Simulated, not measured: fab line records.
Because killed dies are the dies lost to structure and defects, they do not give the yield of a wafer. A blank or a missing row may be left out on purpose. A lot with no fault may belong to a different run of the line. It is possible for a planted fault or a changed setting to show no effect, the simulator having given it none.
What tool caused it? / flow sky130 / Sampling: 12 lots, 36 wafers, 5 of 708 route steps

== WHAT EACH GAUGE READ, for each wafer ==
SKY_NWELL_RS_MEAS_29: the measuring method here is four-point-probe. Usual: for NWELL_RS the level is 625.1 ohm/sq and the standard deviation is 2.
lot=L127; measured=day 5 06:17; on=filmMetro-03; NWELL_RS (ohm/sq)=624.6 626.2 624.6; flag=
lot=L128; measured=day 5 11:39; on=filmMetro-03; NWELL_RS (ohm/sq)=625.2 625.9 625.4; flag=
lot=L129; measured=day 5 20:24; on=filmMetro-02; NWELL_RS (ohm/sq)=626.8 627.2 625.5; flag=
lot=L130; measured=day 5 23:21; on=filmMetro-01; NWELL_RS (ohm/sq)=624.1 624.0 624.0; flag=
lot=L133; measured=day 6 20:06; on=filmMetro-03; NWELL_RS (ohm/sq)=625.0 624.6 627.0; flag=
lot=L137; measured=day 8 03:34; on=filmMetro-02; NWELL_RS (ohm/sq)=627.1 624.3 626.2; flag=
lot=L140; measured=day 8 21:55; on=filmMetro-01; NWELL_RS (ohm/sq)=620.9 622.9 621.1; flag=
lot=L141; measured=day 9 04:21; on=filmMetro-02; NWELL_RS (ohm/sq)=626.9 626.1 624.8; flag=
lot=L147; measured=day 10 07:54; on=filmMetro-02; NWELL_RS (ohm/sq)=625.9 626.3 627.0; flag=
lot=L148; measured=day 10 11:46; on=filmMetro-02; NWELL_RS (ohm/sq)=625.9 625.7 626.0; flag=
lot=L149; measured=day 11 02:24; on=filmMetro-02; NWELL_RS (ohm/sq)=623.7 624.6 627.4; flag=
lot=L150; measured=day 11 08:41; on=filmMetro-03; NWELL_RS (ohm/sq)=626.4 627.4 625.7; flag=

SKY_LDD_HVN_TW_MEAS_10. Usual: for LDD_HVN_TW the level is 1442 and the standard deviation is 24.
lot=L127; measured=day 20 06:14; on=filmMetro-03; LDD_HVN_TW=1459 1458 1461; flag=
lot=L128; measured=day 20 16:23; on=filmMetro-01; LDD_HVN_TW=1441 1446 1459; flag=
lot=L129; measured=day 20 19:11; on=filmMetro-03; LDD_HVN_TW=1462 1464 1457; flag=
lot=L130; measured=day 21 05:17; on=filmMetro-04; LDD_HVN_TW=1404 1405 1402; flag=
lot=L133; measured=day 22 16:26; on=filmMetro-03; LDD_HVN_TW=1466 1455 1473; flag=
lot=L137; measured=day 24 15:28; on=filmMetro-03; LDD_HVN_TW=1464 1471 1473; flag=
lot=L140; measured=day 25 13:00; on=filmMetro-03; LDD_HVN_TW=1464 1459 1455; flag=
lot=L141; measured=day 26 09:42; on=filmMetro-04; LDD_HVN_TW=1421 1416 1421; flag=
lot=L147; measured=day 27 07:14; on=filmMetro-04; LDD_HVN_TW=1412 1414 1416; flag=
lot=L148; measured=day 27 10:32; on=filmMetro-03; LDD_HVN_TW=1458 1453 1471; flag=
lot=L149; measured=day 28 03:41; on=filmMetro-04; LDD_HVN_TW=1402 1402 1404; flag=
lot=L150; measured=day 28 11:08; on=filmMetro-01; LDD_HVN_TW=1446 1437 1436; flag=

== TOOL THAT RAN EACH LOT (tool first, then ch and the chambers of the sampled wafers, then the start) ==
lot=L127; SKY_DNWELL_STRIP_08=plasmaAsher-03 ch 0,1, day 3 04:41; SKY_NWELL_SOFTBAKE_19=lithoTrack-04 ch 0, day 4 21:10; SKY_NWELL_STRIP_25=plasmaAsher-02 ch 0,1, day 5 05:58
lot=L128; SKY_DNWELL_STRIP_08=plasmaAsher-01 ch 0,1, day 3 08:57; SKY_NWELL_SOFTBAKE_19=lithoTrack-02 ch 0, day 5 02:17; SKY_NWELL_STRIP_25=plasmaAsher-02 ch 0,1, day 5 11:13
lot=L129; SKY_DNWELL_STRIP_08=plasmaAsher-01 ch 0,1, day 3 16:29; SKY_NWELL_SOFTBAKE_19=lithoTrack-02 ch 0, day 5 10:51; SKY_NWELL_STRIP_25=plasmaAsher-04 ch 0,1, day 5 20:05
lot=L130; SKY_DNWELL_STRIP_08=plasmaAsher-03 ch 0,1, day 3 19:26; SKY_NWELL_SOFTBAKE_19=lithoTrack-01 ch 0, day 5 13:55; SKY_NWELL_STRIP_25=plasmaAsher-04 ch 1, day 5 22:55
lot=L133; SKY_DNWELL_STRIP_08=plasmaAsher-01 ch 0, day 4 13:32; SKY_NWELL_SOFTBAKE_19=lithoTrack-01 ch 0, day 6 09:31; SKY_NWELL_STRIP_25=plasmaAsher-04 ch 0,1, day 6 19:46
lot=L137; SKY_DNWELL_STRIP_08=plasmaAsher-02 ch 0,1, day 5 16:46; SKY_NWELL_SOFTBAKE_19=lithoTrack-01 ch 0, day 7 17:33; SKY_NWELL_STRIP_25=plasmaAsher-04 ch 0,1, day 8 03:15
lot=L140; SKY_DNWELL_STRIP_08=plasmaAsher-03 ch 0,1, day 6 10:20; SKY_NWELL_SOFTBAKE_19=lithoTrack-02 ch 0, day 8 10:47; SKY_NWELL_STRIP_25=plasmaAsher-04 ch 0,1, day 8 21:35
lot=L141; SKY_DNWELL_STRIP_08=plasmaAsher-01 ch 0,1, day 6 15:14; SKY_NWELL_SOFTBAKE_19=lithoTrack-02 ch 0, day 8 16:59; SKY_NWELL_STRIP_25=plasmaAsher-02 ch 0,1, day 9 04:01
lot=L147; SKY_DNWELL_STRIP_08=plasmaAsher-03 ch 0,1, day 7 17:35; SKY_NWELL_SOFTBAKE_19=lithoTrack-01 ch 0, day 9 20:20; SKY_NWELL_STRIP_25=plasmaAsher-02 ch 0,1, day 10 07:35
lot=L148; SKY_DNWELL_STRIP_08=plasmaAsher-03 ch 0, day 7 20:23; SKY_NWELL_SOFTBAKE_19=lithoTrack-02 ch 0, day 10 00:08; SKY_NWELL_STRIP_25=plasmaAsher-03 ch 0,1, day 10 11:26
lot=L149; SKY_DNWELL_STRIP_08=plasmaAsher-02 ch 0,1, day 8 07:50; SKY_NWELL_SOFTBAKE_19=lithoTrack-01 ch 0, day 10 14:50; SKY_NWELL_STRIP_25=plasmaAsher-03 ch 0,1, day 11 02:05
lot=L150; SKY_DNWELL_STRIP_08=plasmaAsher-01 ch 0,1, day 8 14:44; SKY_NWELL_SOFTBAKE_19=lithoTrack-01 ch 0, day 10 21:09; SKY_NWELL_STRIP_25=plasmaAsher-02 ch 0,1, day 11 08:22
- SKY_DNWELL_STRIP_08: strips in O2/N2.
- SKY_NWELL_SOFTBAKE_19
- SKY_NWELL_STRIP_25: strips in O2/N2.

== WHAT THE TOOLS THEMSELVES READ (means of the sampled wafers that have a number; where no wafer has one, the mark that the record gives instead) ==
SKY_DNWELL_STRIP_08. Usual: drypumpMotorCurrentA 5.5 A, standard deviation 0.38; n2FlowSccm 300.0 sccm, standard deviation 0.89; oesProductAu 0.723 a.u., standard deviation 0.0045; stripTimeToEndpointS 36.90 s, standard deviation 0.1.
lot=L127; tool=plasmaAsher-03; drypumpMotorCurrentA (A)=5.9; n2FlowSccm (sccm)=300.1; oesProductAu (a.u.)=0.726; stripTimeToEndpointS (s)=36.83; flag=
lot=L128; tool=plasmaAsher-01; drypumpMotorCurrentA (A)=5.6; n2FlowSccm (sccm)=300.1; oesProductAu (a.u.)=0.721; stripTimeToEndpointS (s)=36.99; flag=
lot=L129; tool=plasmaAsher-01; drypumpMotorCurrentA (A)=5.5; n2FlowSccm (sccm)=299.6; oesProductAu (a.u.)=0.722; stripTimeToEndpointS (s)=36.86; flag=
lot=L130; tool=plasmaAsher-03; drypumpMotorCurrentA (A)=5.9; n2FlowSccm (sccm)=300.4; oesProductAu (a.u.)=0.722; stripTimeToEndpointS (s)=36.92; flag=
lot=L133; tool=plasmaAsher-01; drypumpMotorCurrentA (A)=5.3; n2FlowSccm (sccm)=298.3; oesProductAu (a.u.)=0.720; stripTimeToEndpointS (s)=36.91; flag=
lot=L137; tool=plasmaAsher-02; drypumpMotorCurrentA (A)=5.0; n2FlowSccm (sccm)=299.3; oesProductAu (a.u.)=0.724; stripTimeToEndpointS (s)=36.81; flag=
lot=L140; tool=plasmaAsher-03; drypumpMotorCurrentA (A)=5.9; n2FlowSccm (sccm)=300.6; oesProductAu (a.u.)=0.723; stripTimeToEndpointS (s)=37.12; flag=
lot=L141; tool=plasmaAsher-01; drypumpMotorCurrentA (A)=5.7; n2FlowSccm (sccm)=300.3; oesProductAu (a.u.)=0.724; stripTimeToEndpointS (s)=36.96; flag=
lot=L147; tool=plasmaAsher-03; drypumpMotorCurrentA (A)=5.9; n2FlowSccm (sccm)=299.3; oesProductAu (a.u.)=0.726; stripTimeToEndpointS (s)=36.93; flag=
lot=L148; tool=plasmaAsher-03; drypumpMotorCurrentA (A)=5.8; n2FlowSccm (sccm)=300.1; oesProductAu (a.u.)=0.720; stripTimeToEndpointS (s)=36.88; flag=
lot=L149; tool=plasmaAsher-02; drypumpMotorCurrentA (A)=4.9; n2FlowSccm (sccm)=300.5; oesProductAu (a.u.)=0.724; stripTimeToEndpointS (s)=36.98; flag=
lot=L150; tool=plasmaAsher-01; drypumpMotorCurrentA (A)=5.6; n2FlowSccm (sccm)=300.4; oesProductAu (a.u.)=0.721; stripTimeToEndpointS (s)=36.88; flag=

SKY_NWELL_SOFTBAKE_19. Usual: heaterPowerTotalW 65.33 W, standard deviation 0.14; plateTempC 110.00 C, standard deviation 0.16.
lot=L127; tool=lithoTrack-04; heaterPowerTotalW (W)=65.41; plateTempC (C)=109.71; flag=
lot=L128; tool=lithoTrack-02; heaterPowerTotalW (W)=65.23; plateTempC (C)=110.02; flag=
lot=L129; tool=lithoTrack-02; heaterPowerTotalW (W)=65.31; plateTempC (C)=109.83; flag=
lot=L130; tool=lithoTrack-01; heaterPowerTotalW (W)=65.14; plateTempC (C)=110.00; flag=
lot=L133; tool=lithoTrack-01; heaterPowerTotalW (W)=67.72; plateTempC (C)=113.01; flag=OFF
lot=L137; tool=lithoTrack-01; heaterPowerTotalW (W)=67.77; plateTempC (C)=113.07; flag=OFF
lot=L140; tool=lithoTrack-02; heaterPowerTotalW (W)=65.39; plateTempC (C)=110.11; flag=
lot=L141; tool=lithoTrack-02; heaterPowerTotalW (W)=65.19; plateTempC (C)=109.87; flag=
lot=L147; tool=lithoTrack-01; heaterPowerTotalW (W)=65.34; plateTempC (C)=109.72; flag=
lot=L148; tool=lithoTrack-02; heaterPowerTotalW (W)=65.34; plateTempC (C)=110.08; flag=
lot=L149; tool=lithoTrack-01; heaterPowerTotalW (W)=65.35; plateTempC (C)=109.98; flag=
lot=L150; tool=lithoTrack-01; heaterPowerTotalW (W)=65.22; plateTempC (C)=109.94; flag=

SKY_NWELL_STRIP_25. Usual: drypumpMotorCurrentA 5.4 A, standard deviation 0.45; n2FlowSccm 299.8 sccm, standard deviation 0.88; oesProductAu 0.722 a.u., standard deviation 0.0046; stripTimeToEndpointS 36.92 s, standard deviation 0.087.
lot=L127; tool=plasmaAsher-02; drypumpMotorCurrentA (A)=4.9; n2FlowSccm (sccm)=301.2; oesProductAu (a.u.)=0.726; stripTimeToEndpointS (s)=37.10; flag=
lot=L128; tool=plasmaAsher-02; drypumpMotorCurrentA (A)=5.0; n2FlowSccm (sccm)=300.2; oesProductAu (a.u.)=0.721; stripTimeToEndpointS (s)=36.97; flag=
lot=L129; tool=plasmaAsher-04; drypumpMotorCurrentA (A)=5.3; n2FlowSccm (sccm)=299.7; oesProductAu (a.u.)=0.724; stripTimeToEndpointS (s)=36.83; flag=
lot=L130; tool=plasmaAsher-04; drypumpMotorCurrentA (A)=5.9; n2FlowSccm (sccm)=299.2; oesProductAu (a.u.)=0.726; stripTimeToEndpointS (s)=36.91; flag=
lot=L133; tool=plasmaAsher-04; drypumpMotorCurrentA (A)=5.3; n2FlowSccm (sccm)=301.1; oesProductAu (a.u.)=0.722; stripTimeToEndpointS (s)=36.61; flag=OFF
lot=L137; tool=plasmaAsher-04; drypumpMotorCurrentA (A)=5.6; n2FlowSccm (sccm)=299.3; oesProductAu (a.u.)=0.724; stripTimeToEndpointS (s)=36.66; flag=
lot=L140; tool=plasmaAsher-04; drypumpMotorCurrentA (A)=5.6; n2FlowSccm (sccm)=299.5; oesProductAu (a.u.)=0.725; stripTimeToEndpointS (s)=36.82; flag=
lot=L141; tool=plasmaAsher-02; drypumpMotorCurrentA (A)=5.0; n2FlowSccm (sccm)=299.5; oesProductAu (a.u.)=0.724; stripTimeToEndpointS (s)=36.85; flag=
lot=L147; tool=plasmaAsher-02; drypumpMotorCurrentA (A)=4.9; n2FlowSccm (sccm)=300.1; oesProductAu (a.u.)=0.718; stripTimeToEndpointS (s)=36.88; flag=
lot=L148; tool=plasmaAsher-03; drypumpMotorCurrentA (A)=5.8; n2FlowSccm (sccm)=300.1; oesProductAu (a.u.)=0.726; stripTimeToEndpointS (s)=36.84; flag=
lot=L149; tool=plasmaAsher-03; drypumpMotorCurrentA (A)=5.8; n2FlowSccm (sccm)=300.1; oesProductAu (a.u.)=0.724; stripTimeToEndpointS (s)=36.90; flag=
lot=L150; tool=plasmaAsher-02; drypumpMotorCurrentA (A)=5.0; n2FlowSccm (sccm)=299.8; oesProductAu (a.u.)=0.723; stripTimeToEndpointS (s)=36.96; flag=

== THE ANSWER, worked out from the rows above alone ==
Rule: a lot counts as off when the mean over its wafers that have a number is more than 3 standard deviations away from the usual mean. A lot without any number at a reading at which 4 lots or more have one is off too. Where the step has rows for the other lots, those lots are counted as sound. First the gauges in route order, then the tools' own readings, where a lot's mean is used as printed above. The first step at which some lot is off is used, and at that step the reading that is off furthest; a lot without a number counts as furthest.
Off: L133, L137 (SKY_NWELL_SOFTBAKE_19, plateTempC).
A tool fits if, at that step or a process step before it, it ran every lot that is off, and no sound lot after the first of them. None of those tried fits.

== WHAT HAD BEEN PUT IN BY THE SIMULATOR ==
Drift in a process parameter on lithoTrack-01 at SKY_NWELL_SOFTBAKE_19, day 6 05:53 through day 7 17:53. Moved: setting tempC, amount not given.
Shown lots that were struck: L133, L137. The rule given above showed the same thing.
